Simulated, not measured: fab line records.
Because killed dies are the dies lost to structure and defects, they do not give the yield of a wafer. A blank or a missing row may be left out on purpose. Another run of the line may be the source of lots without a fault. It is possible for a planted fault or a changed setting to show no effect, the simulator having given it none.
The tool behind it: which one? -- flow gf180mcu -- 11 lots with 33 wafers sampled at 6 steps, on a route of 602 steps

WHAT EACH GAUGE READ, for each wafer
GF_M2_OVL_MEAS_15. Usual: M2_OVL typically reads 1 nm, with standard deviation 5.6.
lot,measured,on,M2_OVL (nm),flag
L620,day 19 08:34,overlay-02,-3 8 -1,
L621,day 19 21:01,overlay-02,5 0 2,
L623,day 20 18:25,overlay-01,11 3 11,
L624,day 21 02:43,overlay-01,-1 -6 -7,
L625,day 21 16:02,overlay-01,-2 6 3,
L630,day 23 08:43,overlay-01,-2 -3 -3,
L631,day 23 20:11,overlay-02,-1 -7 -3,
L633,day 24 03:57,overlay-02,8 3 7,
L637,day 25 12:17,overlay-01,-3 4 5,
L640,day 26 12:02,overlay-02,7 -5 -13,
L642,day 26 23:27,overlay-02,6 1 4,

GF_V2_RS_MEAS_24: the measuring method here is four-point-probe. Usual: V2_W_RS typically reads 0.327 ohm/sq, with standard deviation 0.0055.
lot,measured,on,V2_W_RS (ohm/sq),flag
L620,day 20 11:31,filmMetro-02,0.326 0.325 0.329,
L621,day 20 23:36,filmMetro-01,0.326 0.327 0.326,
L623,day 21 20:41,filmMetro-04,0.326 0.332 0.330,
L624,day 22 04:18,filmMetro-01,0.339 0.333 0.333,
L625,day 22 18:01,filmMetro-01,0.325 0.322 0.325,
L630,day 24 10:33,filmMetro-01,0.330 0.330 0.332,
L631,day 24 20:20,filmMetro-04,0.295 0.295 0.293,OFF
L633,day 25 04:31,filmMetro-02,0.299 0.294 0.296,OFF
L637,day 26 10:13,filmMetro-01,0.321 0.319 0.327,
L640,day 27 10:23,filmMetro-02,0.328 0.323 0.324,
L642,day 27 22:27,filmMetro-02,0.321 0.320 0.321,

GF_V2_THK_MEAS_25: measures by xrf. Usual: V2_W_THK typically reads 354 nm, with standard deviation 6.5.
lot,measured,on,V2_W_THK (nm),flag
L620,day 20 11:37,filmMetro-02,359 362 355,
L621,day 20 23:43,filmMetro-01,354 354 355,
L623,day 21 20:48,filmMetro-04,358 351 355,
L624,day 22 04:25,filmMetro-01,342 346 346,
L625,day 22 18:08,filmMetro-01,352 356 356,
L630,day 24 10:39,filmMetro-01,346 346 345,
L631,day 24 20:27,filmMetro-04,395 392 399,OFF
L633,day 25 04:38,filmMetro-02,391 395 395,OFF
L637,day 26 10:19,filmMetro-01,361 359 351,
L640,day 27 10:30,filmMetro-02,353 362 359,
L642,day 27 22:34,filmMetro-02,359 361 361,

TOOL THAT RAN EACH LOT (tool first, then ch and the chambers of the sampled wafers, then the start)
lot,GF_V2_CVD_02,GF_V2_SPUTTER_21,GF_V2_CVD_23
L620,"pecvd-01 ch 0,2, day 19 09:22","pvdSputter-04, day 20 11:16","cvdW-01 ch 0,1, day 20 11:24"
L621,"pecvd-03 ch 0,1, day 19 21:49","pvdSputter-04, day 20 23:22","cvdW-01 ch 0,1, day 20 23:28"
L623,"pecvd-03 ch 0,1,2, day 20 19:16","pvdSputter-04, day 21 20:28","cvdW-01 ch 0,1, day 21 20:34"
L624,"pecvd-03 ch 0,2, day 21 03:33","pvdSputter-01, day 22 04:04","cvdW-02 ch 0,1, day 22 04:10"
L625,"pecvd-01 ch 0,1,2, day 21 16:52","pvdSputter-04, day 22 17:49","cvdW-01 ch 0,1, day 22 17:55"
L630,"pecvd-01 ch 0,1,2, day 23 09:33","pvdSputter-03, day 24 10:18","cvdW-02 ch 0,1, day 24 10:26"
L631,"pecvd-04 ch 0,1,2, day 23 21:01","pvdSputter-01, day 24 20:07","cvdW-02 ch 0,1, day 24 20:13"
L633,"pecvd-04 ch 0,1, day 24 04:47","pvdSputter-04, day 25 04:18","cvdW-02 ch 0,1, day 25 04:24"
L637,"pecvd-03 ch 1,2, day 25 13:08","pvdSputter-01, day 26 09:57","cvdW-01 ch 0,1, day 26 10:05"
L640,"pecvd-04 ch 1,2, day 26 12:50","pvdSputter-01, day 27 10:09","cvdW-01 ch 0,1, day 27 10:15"
L642,"pecvd-04 ch 0,2, day 27 00:40","pvdSputter-03, day 27 22:13","cvdW-01 ch 0,1, day 27 22:19"
- GF_V2_CVD_02: deposits SiO2 from TEOS, target thk 850 nm, time 94.851 s.
- GF_V2_SPUTTER_21: material Ti, target thk 15 nm, time 80.02 s.
- GF_V2_CVD_23: deposits W, target thk 350 nm, time 104.94 s.

WHAT THE TOOLS THEMSELVES READ (means of the sampled wafers that have a number; where no wafer has one, the mark that the record gives instead)
GF_V2_CVD_02. Usual: heaterPowerW at 691 W, with a standard deviation of 110.
lot,tool,heaterPowerW (W),flag
L620,pecvd-01,749,
L621,pecvd-03,628,
L623,pecvd-03,626,
L624,pecvd-03,561,
L625,pecvd-01,725,
L630,pecvd-01,665,
L631,pecvd-04,712,
L633,pecvd-04,798,
L637,pecvd-03,679,
L640,pecvd-04,692,
L642,pecvd-04,691,

GF_V2_SPUTTER_21. Usual: throttleValvePct at 30.4 %, with a standard deviation of 0.95.
lot,tool,throttleValvePct (%),flag
L620,pvdSputter-04,30.7,
L621,pvdSputter-04,30.1,
L623,pvdSputter-04,29.7,
L624,pvdSputter-01,30.7,
L625,pvdSputter-04,30.0,
L630,pvdSputter-03,28.9,
L631,pvdSputter-01,30.6,
L633,pvdSputter-04,29.7,
L637,pvdSputter-01,30.7,
L640,pvdSputter-01,30.6,
L642,pvdSputter-03,30.4,

GF_V2_CVD_23. Usual: chamberPressureTorr 39.99 Torr, standard deviation 0.091; heaterPowerW 904 W, standard deviation 87.
lot,tool,chamberPressureTorr (Torr),heaterPowerW (W),flag
L620,cvdW-01,39.96,926,
L621,cvdW-01,40.07,930,
L623,cvdW-01,39.94,892,
L624,cvdW-02,39.93,868,
L625,cvdW-01,39.92,885,
L630,cvdW-02,39.91,929,
L631,cvdW-02,50.53,865,OFF
L633,cvdW-02,50.61,946,OFF
L637,cvdW-01,39.96,911,
L640,cvdW-01,40.01,901,
L642,cvdW-01,39.99,890,

THE ANSWER, worked out from the rows above alone
Rule: a lot is off if the mean of its wafers that have a number lies more than 3 standard deviations from the usual mean. Also off: a lot with no number at a reading for which 4 or more lots have one. All remaining lots with rows at the step are treated as sound. After the gauges, taken in route order, come the tools' own readings; for these a lot's mean is taken, as printed above. At the first step where some lot is off, the reading lying furthest off is the one used; lots without a number count as furthest.
Off: at GF_V2_RS_MEAS_24 (V2_W_RS), L631, L633.
A tool fits if, at a process step before that reading, it ran every lot that is off, and no sound lot after the first of them. The gauges at GF_V2_RS_MEAS_24 aren't tried: what is off there is off at GF_V2_CVD_23 too, on other tools, and a gauge's error can't cause that. One fits: cvdW-02 at GF_V2_CVD_23. A fault onset in the window from L630 (day 24 10:26, its last sound lot) to L631 (day 24 20:13, its first lot off) fits.
The tool's own readings at GF_V2_CVD_23 bear it out: on the lots that are off they differ by more than 5 times the standard deviation of the sound lots' means. chamberPressureTorr reads 50.57 Torr there against 39.97 Torr on the sound lots.

WHAT WAS PUT IN BY THE SIMULATOR
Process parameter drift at GF_V2_CVD_23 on cvdW-02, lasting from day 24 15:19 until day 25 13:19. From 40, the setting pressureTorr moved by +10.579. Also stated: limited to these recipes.
Lots struck among those shown: L631, L633. The same result came from the rule above.
